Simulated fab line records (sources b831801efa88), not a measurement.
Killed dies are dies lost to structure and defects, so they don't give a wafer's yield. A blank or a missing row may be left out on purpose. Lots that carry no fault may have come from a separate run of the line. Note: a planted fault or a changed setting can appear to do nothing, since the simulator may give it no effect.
Which tool was responsible? -- flow sky130 -- 11 lots, 33 wafers sampled, at 5 steps of a route of 708

== WHAT EACH GAUGE READ, for each wafer ==
Not one reading of a measure or inspect step in the record can be checked against a usual standard deviation.

== WHICH TOOL RAN EACH LOT (tool, then ch and the chambers of the sampled wafers, then the start) ==
lot,SKY_METAL4_ETCH_16,SKY_VIA4_STRIP_13,SKY_VIA4_CVD_18,SKY_PAD_OPEN_STRIP_08,SKY_PAD_OPEN_PROBE_99
L820,"rie_metal-01 ch 0,1, day 42 01:15","plasma_asher-01 ch 0,1, day 43 01:47","cvd_w-02 ch 0,1, day 43 02:29","plasma_asher-03 ch 0,1, day 45 22:32","prober-01, day 46 00:47"
L823,"rie_metal-01 ch 0,1, day 43 01:46","plasma_asher-02 ch 0,1, day 44 02:08","cvd_w-01 ch 0,1, day 44 02:47","plasma_asher-03 ch 1, day 46 22:59","prober-01, day 47 01:13"
L824,"rie_metal-03 ch 0,1, day 43 13:00","plasma_asher-04 ch 0,1, day 44 12:47","cvd_w-02 ch 0,1, day 44 13:28","plasma_asher-04 ch 0,1, day 47 06:19","prober-02, day 47 08:32"
L825,"rie_metal-01 ch 1, day 43 22:11","plasma_asher-01 ch 0,1, day 44 21:41","cvd_w-01 ch 0,1, day 44 22:23","plasma_asher-03 ch 0,1, day 47 12:52","prober-02, day 47 15:06"
L826,"rie_metal-03 ch 0,1, day 44 00:53","plasma_asher-01 ch 0,1, day 45 01:16","cvd_w-01 ch 0,1, day 45 01:58","plasma_asher-02 ch 0,1, day 47 17:39","prober-01, day 47 20:25"
L827,"rie_metal-04 ch 0,1, day 44 09:37","plasma_asher-01 ch 0,1, day 45 08:44","cvd_w-02 ch 0,1, day 45 09:23","plasma_asher-04 ch 0,1, day 47 23:29","prober-02, day 48 01:49"
L831,"rie_metal-03 ch 0,1, day 45 18:59","plasma_asher-01 ch 0,1, day 46 17:04","cvd_w-01 ch 0,1, day 46 17:45","plasma_asher-04 ch 0,1, day 49 05:31","prober-02, day 49 07:57"
L833,"rie_metal-01 ch 0,1, day 45 20:39","plasma_asher-01 ch 0,1, day 46 18:29","cvd_w-01 ch 0,1, day 46 19:08","plasma_asher-02 ch 0,1, day 49 05:35","prober-01, day 49 07:53"
L835,"rie_metal-03 ch 0,1, day 46 10:55","plasma_asher-01 ch 0,1, day 47 08:53","cvd_w-01 ch 0,1, day 47 09:32","plasma_asher-03 ch 0,1, day 49 18:14","prober-02, day 49 20:27"
L834,"rie_metal-03 ch 0,1, day 46 16:06","plasma_asher-02 ch 0,1, day 47 13:20","cvd_w-01 ch 1, day 47 13:59","plasma_asher-03 ch 0,1, day 49 23:29","prober-02, day 50 01:44"
L840,"rie_metal-01 ch 0,1, day 47 10:39","plasma_asher-02 ch 1, day 48 07:14","cvd_w-01 ch 0,1, day 48 07:54","plasma_asher-04 ch 0, day 50 13:17","prober-02, day 50 15:40"
- SKY_METAL4_ETCH_16: etches BARC in N2/H2, stops on SiO2, time 88.2 s, target depth 60 nm.
- SKY_VIA4_STRIP_13: strips in O2/N2.
- SKY_VIA4_CVD_18: deposits W, target thk 505 nm, time 152.14 s.
- SKY_PAD_OPEN_STRIP_08: strips in O2/N2.
- SKY_PAD_OPEN_PROBE_99

== WHAT THE TOOLS THEMSELVES READ (means of the sampled wafers that have a number; where no wafer has one, the mark that the record gives instead) ==
SKY_METAL4_ETCH_16. Usual: drypump_motor_current_A 5.92 A, standard deviation 0.19; oes_product_au 0.625 a.u., standard deviation 0.0043; throttle_valve_pct 13.204 %, standard deviation 0.0081.
lot,tool,drypump_motor_current_A (A),oes_product_au (a.u.),throttle_valve_pct (%),flag
L820,rie_metal-01,5.79,0.622,13.212,
L823,rie_metal-01,5.80,0.626,13.197,
L824,rie_metal-03,5.91,0.624,13.201,
L825,rie_metal-01,5.82,0.624,13.197,
L826,rie_metal-03,5.89,0.627,13.202,
L827,rie_metal-04,6.09,0.626,13.212,
L831,rie_metal-03,5.90,0.626,13.205,
L833,rie_metal-01,5.77,0.628,13.204,
L835,rie_metal-03,5.87,0.625,13.208,
L834,rie_metal-03,5.90,0.625,13.201,
L840,rie_metal-01,5.77,0.627,13.197,

SKY_VIA4_STRIP_13. Usual: drypump_motor_current_A 6.12 A, standard deviation 0.28; oes_product_au 0.710 a.u., standard deviation 0.0042; strip_time_to_endpoint_s 12.799 s, standard deviation 0.029.
lot,tool,drypump_motor_current_A (A),oes_product_au (a.u.),strip_time_to_endpoint_s (s),flag
L820,plasma_asher-01,6.15,0.713,12.793,
L823,plasma_asher-02,6.49,0.715,12.803,
L824,plasma_asher-04,5.79,0.709,12.824,
L825,plasma_asher-01,6.16,0.711,12.789,
L826,plasma_asher-01,6.24,0.709,12.795,
L827,plasma_asher-01,6.15,0.704,12.816,
L831,plasma_asher-01,6.15,0.709,12.799,
L833,plasma_asher-01,6.26,0.714,12.774,
L835,plasma_asher-01,6.15,0.712,12.803,
L834,plasma_asher-02,6.49,0.710,12.807,
L840,plasma_asher-02,6.07,0.710,12.777,

SKY_VIA4_CVD_18. Usual: heater_power_outer_w 537 W, standard deviation 82; heater_power_w 866 W, standard deviation 99.
lot,tool,heater_power_outer_w (W),heater_power_w (W),flag
L820,cvd_w-02,475,798,
L823,cvd_w-01,518,838,
L824,cvd_w-02,544,907,
L825,cvd_w-01,517,839,
L826,cvd_w-01,572,896,
L827,cvd_w-02,472,797,
L831,cvd_w-01,575,897,
L833,cvd_w-01,526,839,
L835,cvd_w-01,531,843,
L834,cvd_w-01,614,956,
L840,cvd_w-01,530,842,

SKY_PAD_OPEN_STRIP_08. Usual: drypump_motor_current_A 6.16 A, standard deviation 0.25; oes_product_au 0.663 a.u., standard deviation 0.0045; strip_time_to_endpoint_s 37.12 s, standard deviation 0.1.
lot,tool,drypump_motor_current_A (A),oes_product_au (a.u.),strip_time_to_endpoint_s (s),flag
L820,plasma_asher-03,6.25,0.662,37.22,
L823,plasma_asher-03,6.26,0.663,37.00,
L824,plasma_asher-04,5.82,0.666,37.20,
L825,plasma_asher-03,6.23,0.665,37.00,
L826,plasma_asher-02,6.48,0.662,37.13,
L827,plasma_asher-04,5.84,0.656,37.32,
L831,plasma_asher-04,5.83,0.667,37.03,
L833,plasma_asher-02,6.48,0.663,37.10,
L835,plasma_asher-03,6.23,0.666,37.08,
L834,plasma_asher-03,6.21,0.658,37.09,
L840,plasma_asher-04,5.76,0.669,37.14,

SKY_PAD_OPEN_PROBE_99. Usual: defect_limited_yield 82.7 %, standard deviation 1.7; killed_at_M0_to_M3 44, standard deviation 7.1; killed_at_M4_up 3.3, standard deviation 1.8; killed_at_contacts 23, standard deviation 5.5; killed_at_front_end 15, standard deviation 4.5; killed_at_other 0.2, standard deviation 0.48; killed_dies 85, standard deviation 8.4; killed_on_rim 17, standard deviation 3.5; killed_open 46, standard deviation 6.6; killed_short 39, standard deviation 6.1; sort_bin_3_pad_short 0.9 %, standard deviation 0.36; sort_bin_5_function 10.3 %, standard deviation 1.4; sort_bin_6_memory 6.2 %, standard deviation 1; sort_n_pass 407, standard deviation 8.4; sort_yield_pct 82.7 %, standard deviation 1.7.
lot,tool,defect_limited_yield (%),killed_at_M0_to_M3,killed_at_M4_up,killed_at_contacts,killed_at_front_end,killed_at_other,killed_dies,killed_on_rim,killed_open,killed_short,sort_bin_3_pad_short (%),sort_bin_5_function (%),sort_bin_6_memory (%),sort_n_pass,sort_yield_pct (%),flag
L820,prober-01,82.0,43,5.3,26,14,0.3,88,17,44,44,0.7,9.7,7.5,404,82.0,
L823,prober-01,81.5,48,2.7,19,21,0.3,91,18,47,44,1.1,11.3,6.2,401,81.5,
L824,prober-02,82.6,48,4.0,20,14,0.0,86,19,44,42,1.0,11.2,5.2,406,82.6,
L825,prober-02,82.2,46,4.0,21,16,0.0,87,18,46,40,0.7,10.8,6.3,405,82.2,
L826,prober-01,83.9,46,3.7,18,11,0.3,79,16,43,36,0.7,10.1,5.4,413,83.9,
L827,prober-02,81.6,41,3.3,31,14,0.3,91,18,51,40,0.8,10.7,7.0,401,81.6,
L831,prober-02,80.0,42,17.0,23,16,0.3,98,16,42,42,1.1,12.8,6.2,394,80.0,OFF
L833,prober-01,78.8,46,30.0,16,12,0.0,104,21,46,31,1.1,13.0,7.0,388,78.8,OFF
L835,prober-02,79.6,43,15.0,29,13,0.0,100,21,47,41,0.9,13.4,6.1,392,79.6,OFF
L834,prober-02,83.3,36,2.7,24,19,1.0,82,17,44,38,0.7,9.5,6.4,410,83.3,
L840,prober-02,84.1,41,3.0,18,16,0.0,78,17,45,32,0.8,9.6,5.4,414,84.1,

== THE ANSWER, worked out from the rows above alone ==
Rule: a lot counts as off when the mean over its wafers that have a number is more than 3 standard deviations away from the usual mean. Also off: a lot with no number at a reading for which 4 or more lots have one. Any other lot the step has rows for is counted as sound. After the gauges, taken in route order, come the tools' own readings; for these a lot's mean is taken, as printed above. The first step at which some lot is off is used, and at that step the reading that is off furthest; a lot without a number counts as furthest.
Off at SKY_PAD_OPEN_PROBE_99 (killed_at_M4_up): L831, L833, L835.
If a tool, at that step or one of the process steps before it, ran each lot that is off and ran no sound lot following the first of them, it fits. One fits: SKY_VIA4_STRIP_13 on plasma_asher-01. Its last sound lot is L827 (day 45 08:44), its first lot that is off L831 (day 46 17:04): a fault that began between those two fits.

== WHAT THE SIMULATOR HAD PUT IN ==
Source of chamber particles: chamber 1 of plasma_asher-01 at SKY_VIA4_STRIP_13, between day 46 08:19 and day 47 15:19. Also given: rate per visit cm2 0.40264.
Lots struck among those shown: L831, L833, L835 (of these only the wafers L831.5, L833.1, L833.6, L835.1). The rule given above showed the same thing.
